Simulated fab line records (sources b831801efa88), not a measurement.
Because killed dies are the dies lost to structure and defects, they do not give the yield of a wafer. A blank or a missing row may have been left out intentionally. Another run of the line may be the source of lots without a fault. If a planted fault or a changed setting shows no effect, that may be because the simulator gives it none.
Chamber matching    flow gf180mcu    GF_STI_CMP_25 on cmp-01 has 4 sister chambers
The step polishes, stops on Si3N4, t overpolish 33 s, target thk 524.6 nm. 16 wafers are shown with their chamber, then 8 later ones without.

== WAFERS WITH THEIR CHAMBER ==
wafer   chamber  motor-current-A (A)  overpolish-run-s (s)  platen-rpm (rpm)
L601.1  0        11.9                 33.008                59.95
L601.3  2        14.1                 33.008                59.94
L601.5  0        11.5                 33.004                60.01
L602.1  3        13.7                 33.002                60.10
L602.2  2        13.2                 32.985                60.02
L602.3  1        10.3                 33.006                60.00
L603.1  3        13.0                 32.998                59.98
L603.2  0        11.5                 33.003                60.02
L603.3  2        13.5                 32.999                60.08
L604.4  1        10.7                 32.998                60.05
L604.5  2        13.7                 33.000                59.97
L604.6  1        11.1                 32.994                59.98
L605.1  0        12.2                 33.010                60.02
L605.2  1        10.7                 32.997                60.01
L605.5  0        11.2                 32.991                60.00
L607.1  1        11.3                 32.996                60.11

SIGNATURES, as means of the wafers listed above
reading           chamber 0  chamber 1  chamber 2  chamber 3  scatter within a chamber
motor-current-A   11.660     10.820     13.625     13.350     0.397
overpolish-run-s  33.00320   32.99820   32.99800   33.00000   0.00699
platen-rpm        60.0000    60.0300    60.0025    60.0400    0.052
Rule: a wafer's distance from a chamber is the root of the sum, over the readings, of the square of ((its reading less the chamber's mean) divided by the reading's scatter). The wafer belongs to the nearest chamber; if the next one is less than 2 further off, it can't be placed. The scatter: the root of (the sum of the squares of (reading less its chamber's mean) over the shown wafers, divided by (wafers less chambers)).

== WAFERS WITH NO CHAMBER GIVEN ==
wafer   motor-current-A (A)  overpolish-run-s (s)  platen-rpm (rpm)
L607.3  11.4                 32.997                59.99
L607.5  13.7                 33.003                60.04
L612.3  11.2                 33.016                59.98
L612.4  12.8                 33.001                59.96
L612.5  13.5                 32.999                60.01
L614.2  14.3                 33.008                60.06
L614.3  12.9                 33.008                59.99
L614.4  10.4                 33.003                59.99

== WHICH CHAMBER EACH WENT THROUGH ==
wafer   from the rows above           in truth
L607.3  can't be placed: 0 or 1       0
L607.5  can't be placed: 3 or 2       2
L612.3  can't be placed: 0 or 1       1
L612.4  can't be placed: 3 or 2 or 0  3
L612.5  can't be placed: 2 or 3       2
L614.2  can't be placed: 2 or 3       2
L614.3  can't be placed: 3 or 2 or 0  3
L614.4  can't be placed: 1 or 0       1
Correct placement for 0 of the 8. Not placeable from these rows: 8 (in 8, the candidates include the true chamber). Number placed wrongly: 0.
